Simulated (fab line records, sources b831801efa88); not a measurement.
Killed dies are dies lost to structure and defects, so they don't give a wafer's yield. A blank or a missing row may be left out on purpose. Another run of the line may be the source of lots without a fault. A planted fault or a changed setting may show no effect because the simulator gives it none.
A lot that was struck, set against a sound lot -- flow sfq line -- 15 steps out of a route of 325
Sound: these wafers, L897.2, L897.4, L897.5. Struck: wafer L890.3. (L890.1 of the same lot was not struck and is left out.) The cause comes at the end.
Each step with rows lists, per side, the tool, then ch with its chambers, then its first start. Under that, the readings that differ: sound wafers -- struck wafers -- difference of the means -- sigmas: that difference in standard deviations of wafers without a fault.
alike: readings with means less than 2 such deviations apart, plus words and numbers identical on both sides. not compared: withheld readings, readings lacking a value on some wafer, bounds such as >300 that could conceal the same value, and numbers that have no deviation in the record and whose values overlap.
The two part at a step that has a row with sigmas, a row that says differs or no value, or rows on one side only. Numbers that have no deviation but don't overlap get no sigmas and don't part them. Lack of a reading on every wafer of one side parts them only where that side has two or more wafers.

first, 1 step without rows for these wafers: SFQ_TRILAYER_M0_STRIP_SOLV_CLEAN_026 (cleans in NMP, time 600 s).
SFQ_TRILAYER_I0_DEP_PECVD_027: deposits SiO2 from SiH4/N2O, time 111.11 s, target thk 500 nm.
  sound on pecvd-04 ch 0,2, day 18 17:42; struck on pecvd-02 ch 0, day 15 23:47
reading,sound,struck,difference,sigmas
susceptor temp C (C),149.79 149.79 149.92,150.26,+0.43,+3
  alike: chamber pressure Torr, heater power w, throttle valve pct
SFQ_TRILAYER_I0_CMP_CMP_028: polishes SiO2.
  sound on cmp-02 ch 2,3, day 18 17:47; struck on cmp-01 ch 3, day 16 03:01
reading,sound,struck,difference,sigmas
time to endpoint s (s),213 229 220,195,-26,-3
  alike: motor current A, platen rpm
SFQ_I0_BOW_MEAS_907:
  sound on film metro-04 at day 18 20:48; struck on film metro-04 at day 16 05:31
  alike: I0_BOW
SFQ_TRILAYER_I0_METRO_MEASURE_029:
  sound on film metro-04 at day 18 21:06; struck on film metro-04 at day 16 05:38
reading,sound,struck,difference,sigmas
thk nm (nm),199.0 200.0 199.8,197.6,-2.0,-2
then, 6 steps without rows for these wafers: SFQ_TRILAYER_I0_VIA_LITHO_COAT_036 (resist thk 62 nm); SFQ_TRILAYER_I0_VIA_LITHO_COAT_031 (resist thk 650 nm); SFQ_TRILAYER_I0_VIA_LITHO_SOFTBAKE_035; SFQ_TRILAYER_I0_VIA_LITHO_EXPOSE_032 (exposes mask I0, target cd 500 nm); SFQ_TRILAYER_I0_VIA_LITHO_PEB_034 (peb time 60 s); SFQ_TRILAYER_I0_VIA_LITHO_DEVELOP_033 (time 60 s).
-- the record jumps here: 5 days lie between the struck wafers' starts before and after --
SFQ_I0_OVL_MEAS_908:
  sound on overlay-01 at day 21 09:53; struck on overlay-02 at day 21 01:28
  alike: I0_OVL
SFQ_TRILAYER_I0_VIA_BARC_OPEN_VIA_ETCH_046: etches BARC in O2, target depth 125 nm, time 41.7 s.
  sound on rie diel-01 ch 0,2,3, day 21 09:55; struck on rie diel-02 ch 1, day 21 01:31
reading,sound,struck,difference,sigmas
oes product au (a.u.),0.683 0.683 0.682,0.781,+0.098,+21
run length s (s),69.6 70.0 69.7,63.4,-6.4,-16
model.KrF_of_TRILAYER_I0_VIA_LITHO_COAT_031.thk nm (nm),573.4 574.6 572.8,580.7,+7.1,
  alike: drypump motor current A
  not compared: rf hours counter h
SFQ_TRILAYER_I0_VIA_ETCH_VIA_ETCH_034: etches SiO2 in CHF3, stops on Nb, target depth 260 nm.
  sound on rie diel-01 ch 0,2,3, day 21 09:57; struck on rie diel-02 ch 1, day 21 01:33
reading,sound,struck,difference,sigmas
model.KrF_of_TRILAYER_I0_VIA_LITHO_COAT_031.thk nm (nm),529.2 530.3 528.3,535.9,+6.6,
  alike: drypump motor current A, oes product au
SFQ_TRILAYER_I0_VIA_STRIP_STRIP_035: strips in O2.
  sound on rie metal-04 ch 0,1, day 21 10:04; struck on rie metal-02 ch 1, day 21 01:40
  alike: drypump motor current A, oes product au
  not compared: rf hours counter h

## WHERE THEY PART
At SFQ_TRILAYER_I0_DEP_PECVD_027 first; at SFQ_TRILAYER_I0_VIA_BARC_OPEN_VIA_ETCH_046 last (within this record only). Later steps at which nothing parts them and some readings are alike: SFQ_TRILAYER_I0_VIA_ETCH_VIA_ETCH_034, SFQ_TRILAYER_I0_VIA_STRIP_STRIP_035.

WHY: the cause the simulator had injected
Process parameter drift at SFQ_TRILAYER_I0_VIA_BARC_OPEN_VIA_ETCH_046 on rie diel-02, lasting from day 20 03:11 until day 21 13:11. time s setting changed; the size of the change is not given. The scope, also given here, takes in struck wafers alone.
